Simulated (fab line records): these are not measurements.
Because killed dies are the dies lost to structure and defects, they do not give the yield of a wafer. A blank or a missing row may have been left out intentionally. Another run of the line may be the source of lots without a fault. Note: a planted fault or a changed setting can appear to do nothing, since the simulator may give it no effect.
One fault through the eyes of 2 desks    flow sky130    only its own numbers are on each desk; what lay behind them is given at the end

## METROLOGY DESK
What the gauges read, lot by lot, whatever tool the lot ran on: means of the sampled wafers that have a number. Marked OUT: a lot whose mean sits more than 4 standard deviations from the usual mean, which makes it out of limits; the brackets give that distance.
Columns: A = FIELD_ISO_OXIDATION_01_THK at SKY_FIELD_ISO_THK_MEAS_23, usual 10.00 nm; B = FIELD_ISO_CVD_24_THK at SKY_FIELD_ISO_THK_MEAS_25, usual 594 nm; C = NWELL_OXIDATION_THK at SKY_NWELL_THK_MEAS_02, usual 9.95 nm; D = DNWELL_TW at SKY_DNWELL_TW_MEAS_09, usual 1124; E = PWDE_OVL at SKY_PWDE_OVL_MEAS_07, usual -1.2 nm; F = PWDE_TW at SKY_PWDE_TW_MEAS_10, usual 377.3
lot   first seen here  A      B    C      D     E     F
L410  day 2 23:48      9.95   586  9.64   1133  -2.1  375.9
L414  day 3 17:54      9.94   599  10.07  1117  -1.7  375.7
L420  day 5 03:39      9.74   596  9.74   1128  0.2   378.0
L424  day 5 22:54      10.08  595  9.90   1108  -1.8  378.7
L427  day 6 14:43      9.81   596  9.88   1115  -0.0  377.6
L429  day 7 02:34      10.09  597  9.95   1126  -2.7  377.9
Finding of this desk: none of the 6 lots has anything out of limits.

## TOOL OWNER'S DESK, wetBench-02
The tool's own readings at SKY_FIELD_ISO_WET_ETCH_30 (etches SiO2 in dHF, target depth 25 nm, time 50 s): means of the sampled wafers that have a number, for each lot that ran on this tool. Marked OUT: a lot whose mean sits more than 4 standard deviations from the usual mean, which makes it out of limits; the brackets give that distance.
Columns: A = runLengthS at SKY_FIELD_ISO_WET_ETCH_30, usual 78.3 s
lot   first seen here  A
L410  day 3 02:22      76.7
L424  day 6 01:26      63.5 (-5.1) OUT
L429  day 7 08:11      68.7
This desk's verdict: out of limits on L424, starting with L424 at day 6 01:26 (runLengthS at SKY_FIELD_ISO_WET_ETCH_30). L410, L429 stayed within limits.

## BROUGHT TOGETHER
An alarm could have come from the tool owner's desk at day 6 01:26, on L424.
The metrology desk saw nothing out of limits.
The metrology desk holds a record of L424, inside its limits.
Of the lots named, all ran SKY_FIELD_ISO_WET_ETCH_30 on wetBench-02.

## WHAT WAS PUT IN BY THE SIMULATOR
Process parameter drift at SKY_FIELD_ISO_WET_ETCH_30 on wetBench-02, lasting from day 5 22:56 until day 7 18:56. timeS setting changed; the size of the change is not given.
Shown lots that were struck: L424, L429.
Delay in hours, fault start to first out-of-limits reading, by desk: the tool owner's desk at 2.
